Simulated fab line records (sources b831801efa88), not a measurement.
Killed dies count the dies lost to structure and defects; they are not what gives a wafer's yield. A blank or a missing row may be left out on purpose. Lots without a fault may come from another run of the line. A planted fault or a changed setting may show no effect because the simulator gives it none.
2 desks, one fault -- flow gf180mcu -- each desk has only its own numbers; what lay behind them comes last

## DESK OF THE TOOL OWNER: litho-track-01
The tool's own readings at GF_PASSIVATION_COAT_06 (resist thk 4000 nm): means of the sampled wafers that have a number, for each lot that ran on this tool. The brackets show how far a lot's mean lies from the usual mean; more than 4 standard deviations puts the lot out of limits, marked OUT.
Columns: A = resist-line-temp-C at GF_PASSIVATION_COAT_06, usual 22.99 C
lot,first seen here,A
L272,day 30 01:08,23.12
L274,day 30 18:24,23.03
L275,day 31 01:21,22.91
L276,day 31 06:09,22.90
L283,day 33 00:55,22.95
L286,day 33 15:03,23.03
Finding of this desk: none of the 6 lots has anything out of limits.

## FROM THE METROLOGY DESK
Means of the sampled wafers that have a number, per lot and without regard to the tool the lot ran on: this is what the gauges read. The brackets show how far a lot's mean lies from the usual mean; more than 4 standard deviations puts the lot out of limits, marked OUT.
Columns: A = TOP_METAL_OVL at GF_TOP_METAL_OVL_MEAS_15, usual -0.9 nm; B = PASSIVATION_BOW at GF_PASSIVATION_BOW_MEAS_14, usual 136 um
lot,first seen here,A,B
L268,day 28 07:19,-0.7,147
L271,day 29 05:54,-0.3,133
L272,day 29 14:58,-0.5,128
L274,day 30 08:43,-1.4,135
L275,day 30 15:43,-2.0,129
L276,day 30 20:19,-1.7,127
L277,day 31 01:24,0.2,151
L280,day 31 20:23,-0.4,127
L282,day 32 10:27,-0.5,144
L283,day 32 16:01,0.6,138
L286,day 33 06:18,-0.6,121
L290,day 34 08:00,-1.2,145
Finding of this desk: none of the 12 lots has anything out of limits.

## BROUGHT TOGETHER
The tool owner's desk saw nothing out of limits.
The metrology desk saw nothing out of limits.

## WHAT HAD BEEN PUT IN BY THE SIMULATOR
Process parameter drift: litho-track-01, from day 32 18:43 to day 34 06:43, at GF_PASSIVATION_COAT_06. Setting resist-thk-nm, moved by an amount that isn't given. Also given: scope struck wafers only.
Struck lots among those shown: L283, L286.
